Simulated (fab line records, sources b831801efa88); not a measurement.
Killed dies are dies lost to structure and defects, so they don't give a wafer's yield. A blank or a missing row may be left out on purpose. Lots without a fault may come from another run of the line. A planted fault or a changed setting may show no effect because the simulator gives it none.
fab line records | flow sky130
record lots=6 wafers=18 last_day=50
route steps=708 shown LOCAL_INTERCONNECT@389 PAD_OPEN@708
lots that met no fault: from a run of the same line without faults
start_h: hours from the record's first day to the start of the lot's first wafer shown | wait_h: hours since the lot's step before | " the same as in the row above | L1.1+2: a row that stands for several wafers | - no value, or no start given | * or withheld: withheld | < > ~ a bound
route shown NAME@n: a module of which the file shows steps, and the number in the route of the first | usual: mean/standard deviation of fault-free wafers | same: alike in all rows | chamber/n: place in a boat | sites: the reading at each site | _std_site: their standard deviation | _edge_site: outer sites' mean less inner sites' | radius_mm: how far each site lies from the wafer's centre | mask NAME#n: copy n | behind: the tool/chamber that last shaped the wafer | hold: why the lot was held/for how many hours/how that ended | device: the transistor (n, p or np) that didn't switch | end of line: the same wafers' tests at the end of the route | a step without rows: its recipe alone | killed: dies lost to structure and defects at the first sort, not the wafer's yield | map: a wafer's dies, x killed, . not, _ none there
set.NAME: the setting as run; set.NAME@STEP: as run at that earlier step | model.NAME: the simulator's own value behind a step, which no gauge read
lots at some steps of the route; a table a step, a row a wafer
services: from which hour (start_h, from the record's first day; less than 0 if before it) a tool's chamber was out of use, for how many hours, and why
## steps
# step SKY_LOCAL_INTERCONNECT_THK_MEAS_02
# recipe thk_meas_gauge=xrf reads=TiN_of_LOCAL_INTERCONNECT_SPUTTER_00
# usual LOCAL_INTERCONNECT_TIN_THK=97.5/1.3
# columns lot.wafer tool chamber start_h wait_h LOCAL_INTERCONNECT_TIN_THK[nm]
L347.1 film_metro-04 - 702.43 0.1 99.0
L347.5 " - " " 96.9
L347.6 " - " " 99.0
L353.1 film_metro-01 - 750.43 0.1 98.7
L353.4 " - " " 97.2
L353.6 " - " " 96.9
L358.2 film_metro-01 - 788.29 0.1 98.0
L358.3 " - " " 97.9
L358.5 " - " " 98.1
L361.1 film_metro-01 - 807.18 0.1 96.8
L361.2 " - " " 97.9
L361.4 " - " " 97.9
L365.2 film_metro-01 - 842.69 0.1 97.2
L365.4 " - " " 99.3
L365.5 " - " " 97.8
L366.2 film_metro-03 - 844.44 0.1 99.5
L366.3 " - " " 100.1
L366.5 " - " " 98.8
# step SKY_LOCAL_INTERCONNECT_DEHYDRATE_03
# recipe temp_c=200 time_s=60
# step SKY_LOCAL_INTERCONNECT_HMDS_04
# recipe prime_time_s=60 prime_temp_c=120
# step SKY_LOCAL_INTERCONNECT_COAT_05
# recipe resist=BARC temp_c=withheld time_s=withheld spin_rpm=3000 resist_thk_nm=60
# step SKY_LOCAL_INTERCONNECT_COAT_06
# recipe resist=KrF-thick spin_rpm=3000 resist_thk_nm=450
# step SKY_LOCAL_INTERCONNECT_SOFTBAKE_07
# recipe temp_c=100 time_s=90 resist=KrF-thick
# step SKY_LOCAL_INTERCONNECT_EXPOSE_08
# recipe mask_id=LI1M na=0.8 source_shape=annular sigma_inner=0.55 sigma_outer=0.85 target_cd_nm=170 dose_mj=28
# step SKY_LOCAL_INTERCONNECT_PEB_09
# recipe peb_temp_c=withheld peb_time_s=withheld resist=KrF-thick
# step SKY_LOCAL_INTERCONNECT_DEVELOP_10
# recipe develop_time_s=60 resist=KrF-thick dev_temp_c=21
# step SKY_LOCAL_INTERCONNECT_CD_MEAS_11
# recipe target_cd_nm=170
# usual cd_nm=169.4/1.7
# columns lot.wafer tool chamber start_h wait_h cd_nm
L347.1 cd_sem-01 - 730.67 - 171.8
L347.5 " - " " 171.6
L347.6 " - " " 171.2
L353.1 cd_sem-01 - 777.29 - 170.4
L353.4 " - " " 170.0
L353.6 " - " " 170.5
L358.2 cd_sem-02 - 815.14 - 171.7
L358.3 " - " " 170.9
L358.5 " - " " 171.7
L361.1 cd_sem-02 - 832.92 - 170.4
L361.2 " - " " 170.5
L361.4 " - " " 168.9
L365.2 cd_sem-01 - 868.49 - 169.4
L365.4 " - " " 168.7
L365.5 " - " " 168.7
L366.2 cd_sem-01 - 870.70 - 169.4
L366.3 " - " " 167.7
L366.5 " - " " 168.2
# step SKY_LOCAL_INTERCONNECT_OVL_MEAS_12
# usual LOCAL_INTERCONNECT_OVL=1/5
# columns lot.wafer tool chamber start_h wait_h LOCAL_INTERCONNECT_OVL[nm]
L347.1 overlay-02 - 730.79 0.1 7
L347.5 " - " " 8
L347.6 " - " " 5
L353.1 overlay-01 - 777.41 0.1 11
L353.4 " - " " 10
L353.6 " - " " 8
L358.2 overlay-01 - 815.25 0.1 2
L358.3 " - " " 4
L358.5 " - " " 6
L361.1 overlay-01 - 833.04 0.1 2
L361.2 " - " " -3
L361.4 " - " " -5
L365.2 overlay-01 - 868.60 0.1 -5
L365.4 " - " " -7
L365.5 " - " " -4
L366.2 overlay-01 - 870.80 0.1 7
L366.3 " - " " 2
L366.5 " - " " 6
# step SKY_LOCAL_INTERCONNECT_ETCH_13
# recipe chemistry=N2/H2 target=BARC ion_energy_ev=200 bias_w=100 pressure_mtorr=30 n2_flow_sccm=100 h2_flow_sccm=200 icp_w=500 stop_on=SiO2 time_s=45.9 target_depth_a=600
# usual bias_w=100.0/0.31 drypump_motor_current_A=5.8/0.37 h2_flow_sccm=199.9/0.63 oes_product_au=0.855/0.0047 throttle_valve_pct=13.224/0.0089
# columns lot.wafer tool chamber start_h wait_h bias_w drypump_motor_current_A h2_flow_sccm oes_product_au rf_hours_counter_h throttle_valve_pct
L347.1 rie_metal-02 0 730.83 0.0 100.1 5.7 199.7 0.857 9 13.219
L347.5 " 1 " " 100.5 5.3 200.2 0.860 - 13.224
L347.6 " 0 " " 99.5 5.7 200.1 0.856 - 13.226
L353.1 rie_metal-02 0 777.44 0.0 99.2 5.8 199.7 0.852 10 13.228
L353.4 " 1 " " 100.1 5.3 199.2 0.857 - 13.214
L353.6 " 1 " " 100.3 5.3 199.6 0.848 - 13.224
L358.2 rie_metal-02 0 815.28 0.0 99.7 5.7 200.1 0.854 12 13.220
L358.3 " 0 " " 99.1 5.8 199.9 0.851 - 13.226
L358.5 " 1 " " 99.8 5.3 200.1 0.856 - 13.235
L361.1 rie_metal-02 1 833.08 0.0 100.6 5.3 199.6 0.861 3 13.212
L361.2 " 0 " " 100.8 5.7 199.5 0.846 12 13.233
L361.4 " 1 " " 100.3 5.3 199.8 0.858 - 13.210
L365.2 rie_metal-04 1 868.65 0.0 100.1 5.5 199.9 0.854 - 13.223
L365.4 " 1 " " 100.2 5.5 199.5 0.856 - 13.215
L365.5 " 1 " " 100.4 5.5 199.0 0.852 - 13.225
L366.2 rie_metal-03 1 870.83 0.0 99.8 6.0 199.6 0.857 9 13.214
L366.3 " 0 " " 100.2 6.5 199.9 0.858 - 13.210
L366.5 " 1 " " 99.9 6.0 199.8 0.850 - 13.218
# step SKY_LOCAL_INTERCONNECT_METAL_ETCH_14
# recipe target_depth_nm=110 stop_on=PSG chemistry=Cl2/BCl3 target=TiN resist_sidewall_deg=88 pressure_mtorr=10 icp_w=900 bias_w=48.5 Cl2_flow_sccm=60 bcl3_flow_sccm=30 time_s=31.4
# usual bias_w=48.49/0.13 drypump_motor_current_A=5.8/0.37 oes_product_au=0.943/0.0078 throttle_valve_pct=21.899/0.011
# columns lot.wafer tool chamber start_h wait_h bias_w drypump_motor_current_A oes_product_au rf_hours_counter_h throttle_valve_pct model.KrF-thick_of_LOCAL_INTERCONNECT_COAT_06.thk_nm model.PSG_of_LI_CONTACT_HDPCVD_00.thk_nm model.LOCAL_INTERCONNECT.feature_depth_nm
L347.1 rie_metal-02 0 730.89 0.0 48.40 5.8 0.949 9 21.898 347.7 585.1 101.7
L347.5 " 1 " " 48.37 5.3 0.935 - 21.889 348.8 585.1 99.43
L347.6 " 0 " " 48.54 5.7 0.950 - 21.881 348.6 587.2 101.3
L353.1 rie_metal-02 0 777.51 0.0 48.72 5.7 0.948 10 21.897 346.5 587.2 101
L353.4 " 1 " " 48.54 5.3 0.943 - 21.910 351.9 587.4 99.6
L353.6 " 1 " " 48.56 5.3 0.936 - 21.901 351.5 585.6 99.83
L358.2 rie_metal-02 0 815.34 0.0 69.18 5.7 0.942 12 21.904 339.4 585.5 103.8
L358.3 " 0 " " 69.23 5.7 0.947 - 21.906 340.3 584.7 103.7
L358.5 " 1 " " 69.15 5.3 0.950 - 21.899 344.2 585.3 104
L361.1 rie_metal-02 1 833.14 0.0 69.05 5.3 0.931 3 21.899 348 583.9 102.5
L361.2 " 0 " " 69.23 5.7 0.940 12 21.911 341.6 584.4 103.4
L361.4 " 1 " " 68.98 5.3 0.943 - 21.908 344.8 585.8 103.3
L365.2 rie_metal-04 1 868.77 0.1 48.66 5.5 0.943 - 21.902 344.2 586.8 100.6
L365.4 " 1 " " 48.43 5.5 0.960 - 21.899 346.7 588.3 102.6
L365.5 " 1 " " 48.33 5.4 0.953 - 21.899 346.1 588 101.4
L366.2 rie_metal-03 1 870.90 0.0 48.47 6.0 0.945 9 21.890 350.2 587.5 102
L366.3 " 0 " " 48.44 6.5 0.961 - 21.876 349.3 587.2 102.7
L366.5 " 1 " " 48.66 6.0 0.952 - 21.898 350.4 586.7 101.6
# step SKY_LOCAL_INTERCONNECT_STRIP_15
# recipe chemistry=O2/N2 power_w=1400 pressure_mtorr=1500 platen_temp_c=withheld o2_flow_sccm=3000 n2_flow_sccm=300 overash_fraction=0.5
# usual drypump_motor_current_A=5.91/0.28 oes_product_au=0.427/0.0046 strip_time_to_endpoint_s=4.724/0.025
# columns lot.wafer tool chamber start_h wait_h drypump_motor_current_A oes_product_au rf_hours_counter_h strip_time_to_endpoint_s
L347.1 plasma_asher-04 1 730.94 0.0 5.68 0.433 62 4.688
L347.5 " 1 " " 5.63 0.435 - 4.736
L347.6 " 0 " " 6.09 0.429 - 4.704
L353.1 plasma_asher-03 1 777.56 0.0 5.52 0.423 34 4.684
L353.4 " 1 " " 5.47 0.432 - 4.750
L353.6 " 0 " " 6.15 0.430 - 4.747
L358.2 plasma_asher-02 0 815.39 0.0 5.99 0.420 8 4.638
L358.3 " 0 " " 6.00 0.420 - 4.635
L358.5 " 0 " " 5.98 0.431 - 4.673
L361.1 plasma_asher-04 1 833.19 0.0 5.66 0.434 74 4.719
L361.2 " 0 " " 6.09 0.418 74 4.641
L361.4 " 1 " " 5.64 0.429 - 4.682
L365.2 plasma_asher-03 1 868.86 0.1 5.54 0.421 44 4.691
L365.4 " 0 " " 6.16 0.427 - 4.703
L365.5 " 1 " " 5.50 0.431 - 4.691
L366.2 plasma_asher-04 1 870.95 0.0 5.65 0.434 77 4.749
L366.3 " 1 " " 5.66 0.428 - 4.731
L366.5 " 0 " " 6.09 0.433 - 4.734
# step SKY_PAD_OPEN_PROBE_99
# usual killed_at_M0_to_M3=42/6.1 killed_at_M4_up=3.1/1.7 killed_at_contacts=24/5.5 killed_at_front_end=16/4.1 killed_at_other=0.3/0.57 killed_dies=86/8.2 killed_open=47/6.8 killed_short=38/5.8
# same gross_dies=492 killed_at_back_side=0
# columns lot.wafer tool chamber start_h wait_h killed_at_M0_to_M3 killed_at_M4_up killed_at_contacts killed_at_front_end killed_at_other killed_dies killed_open killed_short
L365.2 prober-01 - 1189.95 0.1 40 3 18 11 1 73 36 37
L365.4 prober-01 - 1190.05 0.2 40 2 25 16 0 83 45 37
L365.5 prober-01 - 1190.10 0.2 46 1 22 27 0 96 45 51
# killed by level:class
L365.2 METAL1:geometric_particle:short=10 LI_CONTACT:geometric_particle:open=7 VIA1:geometric_particle:open=6 VIA2:geometric_particle:open=6 VIA3:geometric_particle:open=5 CONTACT:geometric_particle:short=4 CONTACT:geometric_particle:open=4 FIELD_ISO:geometric_particle:short=3
L365.4 VIA1:geometric_particle:open=10 LI_CONTACT:geometric_particle:open=9 FIELD_ISO:geometric_particle:short=7 CONTACT:geometric_particle:open=7 VIA2:geometric_particle:open=7 CONTACT:geometric_particle:short=5 VIA2:geometric_particle:short=5 VIA3:geometric_particle:open=5
L365.5 POLY_GATE:geometric_particle:short=10 VIA3:geometric_particle:open=9 FIELD_ISO:geometric_particle:short=8 METAL2:geometric_particle:short=8 LI_CONTACT:geometric_particle:open=7 VIA1:geometric_particle:open=7 LOCAL_INTERCONNECT:geometric_particle:short=5 CONTACT:geometric_particle:open=5
## services
# columns tool chamber start_h hours kind
plasma_asher-02 - 717.47 2.9 repair
plasma_asher-02 - 719.44 5.1 repair
rie_metal-02 1 731.94 - clean
rie_metal-02 1 731.94 14.8 scheduled_down
rie_metal-02 1 731.94 14.8 vent_cycle
plasma_asher-02 - 733.75 9.0 pm
plasma_asher-02 0 733.75 9.0 vent_cycle
plasma_asher-02 1 733.75 9.0 vent_cycle
plasma_asher-02 0 742.75 - clean
plasma_asher-02 1 742.75 - clean
plasma_asher-02 - 743.34 0.6 repair
rie_metal-02 - 755.01 14.0 repair
rie_metal-03 0 755.92 - clean
rie_metal-03 0 755.92 16.3 scheduled_down
rie_metal-03 0 755.92 16.3 vent_cycle
plasma_asher-02 - 770.84 3.6 repair
rie_metal-03 - 838.19 2.5 repair
plasma_asher-04 - 848.80 3.8 repair
rie_metal-02 - 851.35 14.6 pm
rie_metal-04 0 855.65 - clean
rie_metal-04 0 855.65 23.9 scheduled_down
rie_metal-04 0 855.65 23.9 vent_cycle
plasma_asher-04 - 867.69 0.9 repair
## key
first_sign step=SKY_LOCAL_INTERCONNECT_METAL_ETCH_14 reading=bias_w direction=up sigmas=99+ usual=48.49 struck=69.14
effect none on later readings
model_effect step=SKY_LOCAL_INTERCONNECT_METAL_ETCH_14 value=KrF-thick_of_LOCAL_INTERCONNECT_COAT_06.thk_nm without=348.5 struck=343
met_at SKY_LOCAL_INTERCONNECT_METAL_ETCH_14
struck_wafers L358.2,L358.3,L358.5,L361.1,L361.2,L361.4
tester_left_out L358,L361
onset_between 777.51 815.34
fault kind=process_parameter_drift tool=rie_metal-02 chamber=- onset_h=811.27 steps=SKY_LOCAL_INTERCONNECT_METAL_ETCH_14 channel=bias_w offset=20.64 shape=step end_h=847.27 acts_in=these_recipes_only stated=48.5
# tester_left_out: of these lots the tester's yield and bins aren't shown, on N5 and GAA mostly nor the transistor test; their killed dies are dies lost to structure and defects alone, not to doping, threshold or leakage, so they don't give the yield
